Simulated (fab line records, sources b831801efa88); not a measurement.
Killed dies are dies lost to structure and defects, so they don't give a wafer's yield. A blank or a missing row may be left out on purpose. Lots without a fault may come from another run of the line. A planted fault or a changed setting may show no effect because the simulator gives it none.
Problem report in the 8D (eight disciplines) form, filled by code | flow sky130 | the parts of the form that need people (team, actions taken, sign-off) are left out

1. THE PROBLEM
DNWELL_TW at SKY_DNWELL_TW_MEAS_09 reads a mean of 1170 on 6 wafers of 2 lots; wafers without a fault read 1118 with a standard deviation of 6.7. That is +7.7 standard deviations from the usual mean.
First seen on wafer L811.3, day 6 07:36, on film_metro-02. The record holds 36 wafers of 12 lots with a number at this step. Rule for "out", or "out of limits": more than 4 standard deviations from the usual mean. The other wafers with a number count as sound.

2. WHAT IT IS AND WHAT IT IS NOT
question                    | is                     | is not
which readings at this step | DNWELL_TW              | -
which lots                  | L811, L812             | L797, L798, L799, L802, L803, L804, L810, L816, L818, L820
which wafers of those lots  | all that have a number | -
read on which gauges        | film_metro-02          | film_metro-01, film_metro-04
when                        | from day 6 07:36       | up to then (21 sound wafers); but 9 sound wafers of L816, L818, L820 came after

3. SUSPECTS, AND WHAT RULES EACH OUT
Counting: a tool at a process step up to the reading stays a suspect if it ran every lot that is out and no sound lot after the first of them.
- the gauge at SKY_DNWELL_TW_MEAS_09: kept. All the wafers that are out were read on film_metro-02, and no step on other tools shows them out.
- implanter-04 at SKY_DNWELL_IMPLANT_07: kept. It ran every lot that is out, first L811 (day 6 07:23), and no sound lot after that; its last sound lot up to then is L799 (day 3 19:14).
Left after counting: implanter-04 at SKY_DNWELL_IMPLANT_07, film_metro-02 at SKY_DNWELL_TW_MEAS_09.

4. THE CAUSE (what the simulator had put in)
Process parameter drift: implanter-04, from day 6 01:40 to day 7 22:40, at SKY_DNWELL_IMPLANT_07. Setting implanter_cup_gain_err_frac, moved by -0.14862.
Counting left 2 suspects, and this tool is among them.

5. THE CHAIN OF EFFECTS, in route order
Each row: a reading whose mean over the struck wafers that have a number lies more than 3 standard deviations from the usual. Only readings for which the record gives a usual standard deviation are gone through. hours: the time from each lot's start at the first step in this table that gives one to its start at this step, as a median over the lots. sigmas: the change in usual standard deviations.
hours | step                  | reading   | usual | on struck wafers | change | sigmas
0     | SKY_DNWELL_TW_MEAS_09 | DNWELL_TW | 1118  | 1170             | +52    | +7.7
Later measuring or inspecting steps at which every struck wafer that the step has a row for has a number for every such reading, and none has moved that far: SKY_LDD_N_TW_MEAS_17.

6. WHAT WOULD HAVE CAUGHT IT SOONER
In this record the first reading out of limits at a measuring or inspecting step was taken at day 6 07:36, 6 hours after the fault began at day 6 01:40.
Of the lots that are out (2), L812 began SKY_DNWELL_IMPLANT_07 on implanter-04 after day 6 07:36. A hold on the tool at that time would have spared it.
